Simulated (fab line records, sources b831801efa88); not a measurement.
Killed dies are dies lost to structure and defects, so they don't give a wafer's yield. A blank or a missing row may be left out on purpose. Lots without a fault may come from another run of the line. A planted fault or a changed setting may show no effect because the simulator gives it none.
One fault seen from 2 desks | flow gf180mcu | each desk has only its own numbers; what lay behind them comes last

THE METROLOGY DESK
What the gauges read, lot by lot, whatever tool the lot ran on: means of the sampled wafers that have a number. A lot is out of limits, marked OUT, if its mean lies more than 4 standard deviations from the usual mean; the brackets give that distance.
Columns: A = VT_IMPLANT_2_TW at GF_VT_IMPLANT_TW_MEAS_21, usual 1220; B = POLY_GATE_OXIDATION_THK at GF_POLY_GATE_THK_MEAS_17, usual 4.02 nm; C = HV_LDD_2_TW at GF_HV_LDD_TW_MEAS_23, usual 1063; D = cd_nm at GF_HV_LDD_CD_MEAS_46, usual 400.2 nm
lot  | first seen here | A    | B    | C               | D
L774 | day 6 18:58     | 1221 | 3.89 | 1066            | 402.6
L775 | day 6 20:53     | 1229 | 3.95 | 1066            | 400.9
L776 | day 7 02:21     | 1225 | 4.06 | 1064            | 402.6
L777 | day 7 13:01     | 1231 | 3.97 | 1050            | 398.7
L779 | day 7 22:16     | 1228 | 4.09 | 1058            | 400.8
L781 | day 8 08:46     | 1206 | 4.07 | 1023 (-5.0) OUT | 400.4
L784 | day 9 02:55     | 1220 | 4.17 | 1017 (-5.8) OUT | 401.2
L787 | day 9 23:01     | 1220 | 4.01 | 1065            | 400.4
L791 | day 11 00:53    | 1225 | 4.01 | 1068            | 400.0
L792 | day 11 05:08    | 1209 | 3.95 | 1068            | 398.9
L793 | day 11 11:07    | 1217 | 4.07 | 1063            | 397.4
L794 | day 11 18:07    | 1217 | 4.01 | 1050            | 400.8
L795 | day 11 23:08    | 1224 | 4.05 | 1072            | 400.7
L796 | day 12 07:51    | 1224 | 4.11 | 1067            | 401.0
This desk's finding: out of limits on L781, L784; first on L781, day 13 17:13 (HV_LDD_2_TW at GF_HV_LDD_TW_MEAS_23). In limits: L774, L775, L776, L777, L779, L787, L791, L792, L793, L794, L795, L796.

THE TOOL OWNER'S DESK: implanter-02
The tool's own readings at GF_HV_LDD_IMPLANT_21: means of the sampled wafers that have a number, for each lot that ran on this tool. A lot is out of limits, marked OUT, if its mean lies more than 4 standard deviations from the usual mean; the brackets give that distance.
Columns: A = beam_energy_keV at GF_HV_LDD_IMPLANT_21, usual 25.001; B = end_station_pressure_torr at GF_HV_LDD_IMPLANT_21, usual 5.24e-06 Torr
lot  | first seen here | A                        | B
L774 | day 11 10:55    | 25.007                   | 5.13e-06
L776 | day 11 21:56    | 24.999                   | 5.38e-06
L781 | day 13 16:58    | 21.439 (-99 or more) OUT | 5.40e-06
L784 | day 14 10:16    | 21.420 (-99 or more) OUT | 5.30e-06
L791 | day 16 15:25    | 25.001                   | 5.32e-06
L793 | day 17 02:52    | 25.002                   | 5.20e-06
L796 | day 18 04:08    | 24.995                   | 5.17e-06
This desk's finding: out of limits on L781, L784; first on L781, day 13 16:58 (beam_energy_keV at GF_HV_LDD_IMPLANT_21). In limits: L774, L776, L791, L793, L796.

PUT TOGETHER
The tool owner's desk could have raised an alarm at day 13 16:58, on L781, L784.
The metrology desk could have raised an alarm at day 13 17:13, on L781, L784.
Of the lots named, all ran GF_HV_LDD_IMPLANT_21 on implanter-02.

WHAT THE SIMULATOR HAD PUT IN
Process parameter drift: implanter-02, from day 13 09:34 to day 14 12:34, at GF_HV_LDD_IMPLANT_21. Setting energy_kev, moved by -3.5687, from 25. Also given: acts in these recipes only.
Lots struck among those shown: L781, L784.
Hours from the fault's start to each desk's first reading out of limits: the tool owner's desk, 7; the metrology desk, 8.
